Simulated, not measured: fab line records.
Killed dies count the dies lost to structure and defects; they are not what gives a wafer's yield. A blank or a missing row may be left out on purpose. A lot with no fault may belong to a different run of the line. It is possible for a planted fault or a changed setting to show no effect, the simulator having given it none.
The same fault as seen by 2 desks / flow gf180mcu / what lay behind the numbers comes last; until then each desk has only its own

METROLOGY DESK
What the gauges read for every lot (on any tool): the sampled wafers with a number, averaged. Any lot whose mean is over 4 standard deviations away from the usual mean is out of limits and marked OUT; that distance is given in the brackets.
Columns: A = LVPWELL_TW at GF_LVPWELL_TW_MEAS_11, usual 562; B = MVPSD_OVL at GF_MVPSD_OVL_MEAS_07, usual 0.9 nm; C = DUAL_GATE_OXIDATION_00_THK at GF_DUAL_GATE_THK_MEAS_03, usual 11.05 nm
lot=L586; first seen here=day 4 02:41; A=557; B=3.1; C=11.08
lot=L588; first seen here=day 4 13:13; A=570; B=-1.5; C=11.14
lot=L589; first seen here=day 4 19:52; A=556; B=-1.0; C=11.10
lot=L590; first seen here=day 5 00:47; A=559; B=2.3; C=11.06
lot=L591; first seen here=day 5 07:42; A=551; B=0.4; C=11.06
lot=L592; first seen here=day 5 15:45; A=553; B=-0.1; C=10.82
lot=L596; first seen here=day 6 12:25; A=571; B=1.0; C=10.81
lot=L597; first seen here=day 6 15:17; A=572; B=1.9; C=10.99
lot=L603; first seen here=day 8 01:45; A=559; B=2.4; C=11.39
lot=L604; first seen here=day 8 08:22; A=570; B=2.5; C=12.41 (+7.1) OUT
lot=L607; first seen here=day 9 00:03; A=561; B=-1.5; C=12.36 (+6.9) OUT
lot=L608; first seen here=day 9 08:45; A=559; B=1.9; C=11.03
This desk finds L604, L607 out of limits, with the earliest case on L604 at day 12 22:34 (DUAL_GATE_OXIDATION_00_THK at GF_DUAL_GATE_THK_MEAS_03). Within limits: L586, L588, L589, L590, L591, L592, L596, L597, L603, L608.

FOR THE TOOL OWNER'S DESK: furnace-02
The tool's own readings at GF_DUAL_GATE_OXIDATION_02 (stabilise 600 s, purge 300 s, target thk 10.887 nm): means of the sampled wafers that have a number, for each lot that ran on this tool. Any lot whose mean is over 4 standard deviations away from the usual mean is out of limits and marked OUT; that distance is given in the brackets. Of its 8 readings 7 are shown: the one that was out of limits first, and those that lie furthest out on some lot.
Columns: A = spikeTcCentreC at GF_DUAL_GATE_OXIDATION_02, usual 900.3 C; B = spikeTcLowerC at GF_DUAL_GATE_OXIDATION_02, usual 900.3 C; C = spikeTcTopC at GF_DUAL_GATE_OXIDATION_02, usual 912.3 C; D = spikeTcUpperC at GF_DUAL_GATE_OXIDATION_02, usual 900.1 C; E = zonePowerCentrePct at GF_DUAL_GATE_OXIDATION_02, usual 17.53 %; F = zonePowerLowerPct at GF_DUAL_GATE_OXIDATION_02, usual 17.8 %; G = zonePowerUpperPct at GF_DUAL_GATE_OXIDATION_02, usual 18.0 %
lot=L588; first seen here=day 8 11:16; A=900.1; B=899.8; C=910.2; D=899.8; E=17.67; F=17.3; G=19.0
lot=L589; first seen here=day 8 18:08; A=900.2; B=899.4; C=910.6; D=900.6; E=17.51; F=17.3; G=19.0
lot=L592; first seen here=day 9 17:13; A=900.0; B=900.3; C=909.9; D=900.8; E=17.54; F=17.3; G=19.0
lot=L597; first seen here=day 10 23:50; A=899.4; B=899.1; C=911.2; D=900.2; E=17.56; F=17.2; G=18.9
lot=L604; first seen here=day 12 21:07; A=910.8 (+9.5) OUT; B=910.7 (+9.4) OUT; C=919.4; D=912.2 (+12) OUT; E=18.11; F=17.8; G=19.6
lot=L607; first seen here=day 13 16:32; A=910.9 (+9.6) OUT; B=910.9 (+9.7) OUT; C=921.4; D=911.6 (+11) OUT; E=18.19; F=17.7; G=19.6
This desk's verdict: out of limits on L604, L607, starting with L604 at day 12 21:07 (spikeTcCentreC at GF_DUAL_GATE_OXIDATION_02). Within limits: L588, L589, L592, L597.

BROUGHT TOGETHER
At day 12 21:07, on L604, L607, the tool owner's desk was in a position to raise an alarm.
An alarm was possible from the metrology desk at day 12 22:34, on L604, L607.
GF_DUAL_GATE_OXIDATION_02 was run on furnace-02 by each of the lots named.

WHAT THE SIMULATOR PUT IN
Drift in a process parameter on furnace-02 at GF_DUAL_GATE_OXIDATION_02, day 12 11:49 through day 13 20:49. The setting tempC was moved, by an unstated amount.
Lots struck among those shown: L604, L607.
Time in hours from fault onset to the first out-of-limits reading at each desk: tool owner's desk 9, metrology desk 11.
